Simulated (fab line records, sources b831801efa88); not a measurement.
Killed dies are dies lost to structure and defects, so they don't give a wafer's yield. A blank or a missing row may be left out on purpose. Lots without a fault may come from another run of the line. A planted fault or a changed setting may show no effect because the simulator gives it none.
Which tool did it? | flow sfq_line | 6 lots, 18 wafers sampled, at 2 steps of a route of 325

WHAT THE GAUGES READ, wafer by wafer
SFQ_M4_RS_MEAS_924: measures by four-point-probe.
lot  | measured     | on            | M4_NB_RS (ohm/sq)
L326 | day 47 23:35 | film_metro-04 | 0.910 0.914 0.918
L328 | day 49 14:34 | film_metro-01 | 0.893 0.891 0.897
L332 | day 51 01:20 | film_metro-01 | 0.885 0.888 0.886
L337 | day 52 16:01 | film_metro-04 | 0.901 0.899 0.662
L343 | day 57 14:37 | film_metro-04 | 0.891 0.893 0.897
L345 | day 62 23:12 | film_metro-03 | 0.888 0.885 0.886

WHICH TOOL RAN EACH LOT (tool, then ch and the chambers of the sampled wafers, then the start)
lot  | SFQ_TRILAYER_M4_DEP_SPUTTER_091
L326 | pvd_sputter-06, day 47 23:29
L328 | pvd_sputter-04, day 49 14:28
L332 | pvd_sputter-04, day 51 01:13
L337 | pvd_sputter-04, day 52 15:55
L343 | pvd_sputter-05, day 57 14:31
L345 | pvd_sputter-06, day 62 23:05
- SFQ_TRILAYER_M4_DEP_SPUTTER_091: material Nb, target thk 200 nm, time 133.3 s.

THE ANSWER, worked out from the rows above alone
Rule: what is usual is taken from the lots themselves. Put in order of their means at a reading, lots are off if they are a third of the lots or fewer, leave a main group of 4 or more, and stand apart from it by a gap of 3 or more times the standard deviation of the main group's means; of several such gaps the widest counts. A main group whose means are all the same, to the digits that the tables above print for the reading, isn't used. A lot without any number at a reading at which 4 lots or more have one is off too. The other lots that the step has rows for count as sound.
Off: L337, at SFQ_M4_RS_MEAS_924 (M4_NB_RS). The main group: mean 0.895 ohm/sq, standard deviation 0.01.
A tool fits if, at a process step before that reading, it ran every lot that is off, and no sound lot after the first of them. The gauges at SFQ_M4_RS_MEAS_924 are tried like those tools. One fits: pvd_sputter-04 at SFQ_TRILAYER_M4_DEP_SPUTTER_091. Its last sound lot is L332 (day 51 01:13), its first lot that is off L337 (day 52 15:55): a fault that began between those two fits.

WHAT THE SIMULATOR HAD PUT IN
Process parameter drift: pvd_sputter-04, from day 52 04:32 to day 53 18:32, at SFQ_TRILAYER_M4_DEP_SPUTTER_091. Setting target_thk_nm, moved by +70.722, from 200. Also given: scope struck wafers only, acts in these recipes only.
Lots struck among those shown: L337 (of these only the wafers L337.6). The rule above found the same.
